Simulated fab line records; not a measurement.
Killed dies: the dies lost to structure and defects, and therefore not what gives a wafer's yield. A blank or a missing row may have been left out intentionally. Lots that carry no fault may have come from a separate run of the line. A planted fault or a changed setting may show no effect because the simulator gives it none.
fab line records    flow sfqLine    part 2 of 2: steps 24 to 31 of 31
[record] lots = 5  wafers = 15  lastDay = 91
route steps=325 shown M4@152 I4@163 JJ@178
lots with no fault: from the same line, run without faults
startH: the number of hours between the record's first day and the start of the first shown wafer of the lot    waitH: time in hours since the lot's previous step    " same as the row above    L1.1+2: a single row standing in for several wafers    - no value, or no start was given    * or withheld: withheld    < > ~ a bound
route shown NAME@n: names a module that has steps shown in the file, with the first one's number in the route    usual: the fault-free wafers' mean and standard deviation    same: alike in all rows    chamber/n: place in a boat    sites: the reading at each site    _std_site: the standard deviation of these    _edge_site: outer sites' mean less inner sites'    radiusMm: for every site, how far away it sits from the centre of the wafer    mask NAME#n: copy n    behind: the last tool/chamber to shape the wafer    hold: why the lot went on hold/how many hours it stayed there/how the hold came to an end    device: names the non-switching transistor (n, p or np)    end of line: at the end of the route, the tests of the same wafers    where a step has no rows: the recipe by itself    killed: not the wafer's yield, but the dies lost to structure and defects at the first sort    map: the dies of a wafer, with x for killed, . for not killed, _ for no die there
set.NAME: the setting as run; set.NAME@STEP: as run at that earlier step    model.NAME: the simulator's own value behind a step, which no gauge read
lots seen at some steps along the route; tables by step, rows by wafer
services: when a tool's chamber went out of use (startH, in hours from the record's first day, below 0 if earlier), for how many hours, and the reason
[[steps]]
[step SFQ_TRILAYER_I4_VIA_ETCH_VIA_ETCH_106]
[recipe] target = SiO2  stopOn = Nb  maskMaterial = PR  taperDeg = 20  chemistry = CHF3  targetDepthNm = 260  sourceW = 500  biasW = 80  pressureMtorr = 30  timeS = withheld
[usual] drypumpMotorCurrentA = 5.6/0.52  oesProductAu = 0.856/0.0049
lot.wafer  tool        chamber  startH   waitH  drypumpMotorCurrentA  oesProductAu
L075.2     rieDiel-03  2        1027.72  0.0    5.7                   0.856
L075.3     "           3        "        "      4.9                   0.855
L075.5     "           3        "        "      4.9                   0.850
L084.1     rieDiel-03  1        1267.65  0.0    5.6                   0.862
L084.2     "           0        "        "      4.8                   0.858
L084.3     "           2        "        "      5.7                   0.861
L087.1     rieDiel-02  0        1280.85  0.0    5.9                   0.861
L087.2     "           1        "        "      5.4                   0.853
L087.4     "           3        "        "      6.4                   0.854
L088.3     rieDiel-03  1        1286.85  0.0    5.6                   0.849
L088.5     "           3        "        "      4.9                   0.851
L088.6     "           0        "        "      4.8                   0.857
L090.2     rieDiel-02  1        1298.61  0.0    5.4                   0.860
L090.3     "           3        "        "      6.4                   0.864
L090.5     "           0        "        "      5.8                   0.858
[step SFQ_TRILAYER_I4_VIA_STRIP_STRIP_107]
[recipe] gas = O2  powerW = 200  platenTempC = 40  overashFraction = 0.65  chemistry = O2  pressureMtorr = 50
[usual] drypumpMotorCurrentA = 5.4/0.5  oesProductAu = 1.001/0.01  platenTempC = 40.03/0.11
[same] overashFraction = 0.65
lot.wafer  tool         chamber  startH   waitH  drypumpMotorCurrentA  oesProductAu  platenTempC  rfHoursCounterH
L075.2     rieMetal-04  1        1027.83  -      6.2                   1.004         39.98        121
L075.3     "            1        "        "      6.2                   1.002         40.04        -
L075.5     "            0        "        "      5.0                   0.995         39.91        -
L084.1     rieMetal-02  0        1267.77  -      5.8                   1.003         40.18        75
L084.2     "            1        "        "      4.8                   0.993         39.88        25
L084.3     "            0        "        "      5.8                   1.003         40.24        -
L087.1     rieMetal-02  0        1280.97  -      5.8                   1.026         40.02        77
L087.2     "            1        "        "      4.8                   1.003         40.10        27
L087.4     "            0        "        "      5.8                   1.018         40.06        -
L088.3     rieMetal-02  0        1287.37  -      5.8                   1.009         40.17        -
L088.5     "            0        "        "      5.8                   1.011         40.10        -
L088.6     "            0        "        "      5.8                   1.013         39.90        -
L090.2     rieMetal-03  0        1298.72  -      5.6                   1.003         40.12        98
L090.3     "            0        "        "      5.6                   1.003         40.06        -
L090.5     "            1        "        "      4.9                   1.015         39.99        -
[step SFQ_TRILAYER_I4_VIA_STRIP_SOLV_CLEAN_108]
[recipe] chemistry = NMP  tempC = 70  timeS = 600
lot.wafer   tool         chamber  startH   waitH
L075.2+3+5  wetBench-02  3,4,1    1028.43  0.4
L084.1+2+3  wetBench-03  7,6,2    1268.37  0.4
L087.1+2+4  wetBench-03  0,1,5    1281.57  0.4
L088.3+5+6  wetBench-03  2,3,1    1288.17  0.6
L090.2+3+5  wetBench-01  4,0,6    1299.32  0.4
[step SFQ_TRILAYER_JJ_TRILAYER_DEP_PRE_CLEAN_113]
[recipe] gas = Ar  timeS = 22.5  biasV = 250
lot.wafer   tool           chamber  startH   waitH
L075.2+3+5  pvdSputter-04  -        1028.61  0.0
L084.1+2+3  pvdSputter-06  -        1268.54  0.0
L087.1+2+4  pvdSputter-06  -        1281.74  0.0
L088.3+5+6  pvdSputter-04  -        1288.34  0.0
L090.2+3+5  pvdSputter-03  -        1299.51  0.0
[step SFQ_TRILAYER_JJ_TRILAYER_DEP_SPUTTER_109]
[recipe] material = Nb  basePressurePa = 1.33e-06  chamberPressurePa = 0.1333  substrateTempC = 20  targetThkNm = 150  powerW = 2000  timeS = 100
[usual] basePressurePa = 1.31e-06/8.1e-08  cathodeDcPowerW = 2000.0/0.4  throttleValvePct = 29.2/0.65
lot.wafer  tool           chamber  startH   waitH  basePressurePa  cathodeDcPowerW  throttleValvePct
L075.2     pvdSputter-04  -        1028.64  0.0    1.38e-06        1999.6           29.8
L075.3     "              -        "        "      1.38e-06        1999.7           28.8
L075.5     "              -        "        "      1.35e-06        1999.5           28.6
L084.1     pvdSputter-06  -        1268.57  0.0    1.39e-06        2000.1           29.3
L084.2     "              -        "        "      1.3e-06         1999.6           28.9
L084.3     "              -        "        "      1.27e-06        1999.5           29.8
L087.1     pvdSputter-06  -        1281.77  0.0    1.3e-06         1999.7           29.1
L087.2     "              -        "        "      1.11e-06        1999.9           28.8
L087.4     "              -        "        "      1.2e-06         2000.0           29.6
L088.3     pvdSputter-04  -        1288.37  0.0    1.35e-06        1999.7           29.6
L088.5     "              -        "        "      1.33e-06        2000.0           27.7
L088.6     "              -        "        "      1.16e-06        1999.3           29.6
L090.2     pvdSputter-03  -        1299.54  0.0    1.26e-06        1999.8           28.8
L090.3     "              -        "        "      1.23e-06        2000.0           28.8
L090.5     "              -        "        "      1.34e-06        1999.6           28.7
[step SFQ_TRILAYER_JJ_TRILAYER_DEP_SPUTTER_110]
[recipe] material = Al  basePressurePa = 1.33e-06  targetThkNm = 8  powerW = 500  timeS = 10  chamberPressurePa = 0.4
[usual] basePressurePa = 1.33e-06/7.7e-08  cathodeDcPowerW = 499.99/0.096  throttleValvePct = 29.2/0.67
lot.wafer  tool           chamber  startH   waitH  basePressurePa  cathodeDcPowerW  throttleValvePct
L075.2     pvdSputter-04  -        1028.71  0.0    1.22e-06        499.94           30.2
L075.3     "              -        "        "      1.34e-06        500.07           29.0
L075.5     "              -        "        "      1.29e-06        499.98           28.8
L084.1     pvdSputter-06  -        1268.64  0.0    1.2e-06         499.95           28.9
L084.2     "              -        "        "      1.05e-06        499.93           28.9
L084.3     "              -        "        "      1.45e-06        499.93           30.0
L087.1     pvdSputter-06  -        1281.84  0.0    1.39e-06        499.88           29.3
L087.2     "              -        "        "      1.28e-06        500.03           28.9
L087.4     "              -        "        "      1.37e-06        499.90           29.7
L088.3     pvdSputter-04  -        1288.44  0.0    1.28e-06        500.07           29.6
L088.5     "              -        "        "      1.38e-06        499.92           27.9
L088.6     "              -        "        "      1.36e-06        500.07           29.6
L090.2     pvdSputter-03  -        1299.61  0.0    1.47e-06        499.79           29.2
L090.3     "              -        "        "      1.43e-06        500.02           29.0
L090.5     "              -        "        "      1.37e-06        500.09           28.5
[step SFQ_TRILAYER_JJ_TRILAYER_DEP_AL_OXIDATION_111]
[recipe] pressureMbar = 0.014667  oxidationTimeS = 600  temperatureK = 293
lot.wafer   tool           chamber  startH   waitH
L075.2+3+5  pvdSputter-04  -        1028.73  0.0
L084.1+2+3  pvdSputter-06  -        1268.66  0.0
L087.1+2+4  pvdSputter-06  -        1281.86  0.0
L088.3+5+6  pvdSputter-04  -        1288.46  0.0
L090.2+3+5  pvdSputter-03  -        1299.63  0.0
[step SFQ_TRILAYER_JJ_TRILAYER_DEP_SPUTTER_112]
[recipe] material = Nb  basePressurePa = 1.33e-06  chamberPressurePa = 0.1333  substrateTempC = 20  targetThkNm = 170  powerW = 2000  timeS = 113.3
[usual] basePressurePa = 1.34e-06/7.4e-08  cathodeDcPowerW = 2000.0/0.37  throttleValvePct = 29.2/0.68
lot.wafer  tool           chamber  startH   waitH  basePressurePa  cathodeDcPowerW  throttleValvePct
L075.2     pvdSputter-04  -        1029.73  0.5    1.3e-06         1999.6           30.3
L075.3     "              -        "        "      1.35e-06        1999.1           28.8
L075.5     "              -        "        "      1.31e-06        1999.8           28.7
L084.1     pvdSputter-06  -        1269.66  0.5    1.43e-06        1999.3           29.2
L084.2     "              -        "        "      1.49e-06        1999.8           28.7
L084.3     "              -        "        "      1.34e-06        1999.7           30.3
L087.1     pvdSputter-06  -        1282.86  0.5    1.37e-06        1999.6           29.2
L087.2     "              -        "        "      1.35e-06        1999.9           28.8
L087.4     "              -        "        "      1.39e-06        2000.0           29.6
L088.3     pvdSputter-04  -        1289.46  0.5    1.35e-06        2000.2           29.7
L088.5     "              -        "        "      1.37e-06        2000.9           27.7
L088.6     "              -        "        "      1.4e-06         2000.3           29.7
L090.2     pvdSputter-03  -        1300.63  0.5    1.28e-06        2000.6           28.8
L090.3     "              -        "        "      1.37e-06        2000.1           28.9
L090.5     "              -        "        "      1.38e-06        1999.5           28.8
[[services]]
tool           chamber  startH   hours  kind
rieMetal-01    -        1004.31  0.3    repair
krfScanner-01  -        1006.05  0.8    pm
rieDiel-03     2        1009.57  1.3    repair
pvdSputter-03  -        1009.69  1.6    repair
pvdSputter-03  -        1021.00  6.7    repair
krfScanner-01  -        1031.85  0.8    pm
krfScanner-01  -        1081.30  1.3    pm
krfScanner-01  -        1093.07  4.0    pm
rieDiel-03     -        1098.79  15.6   pm
krfScanner-01  -        1115.48  0.5    repair
rieMetal-03    -        1140.67  1.4    pm
rieMetal-01    1        1148.61  3.9    repair
rieDiel-03     1        1156.33  4.3    repair
krfScanner-01  -        1156.38  1.0    pm
rieMetal-01    0        1171.11  2.8    repair
pvdSputter-06  -        1173.98  0.8    repair
pvdSputter-06  -        1196.40  8.6    repair
krfScanner-01  -        1201.03  0.8    pm
rieMetal-01    -        1209.65  1.4    pm
rieMetal-01    0        1246.55  4.4    repair
krfScanner-01  -        1257.15  1.3    pm
rieMetal-03    -        1257.89  1.5    repair
rieMetal-01    -        1272.46  0.3    repair
krfScanner-01  -        1293.31  2.1    repair
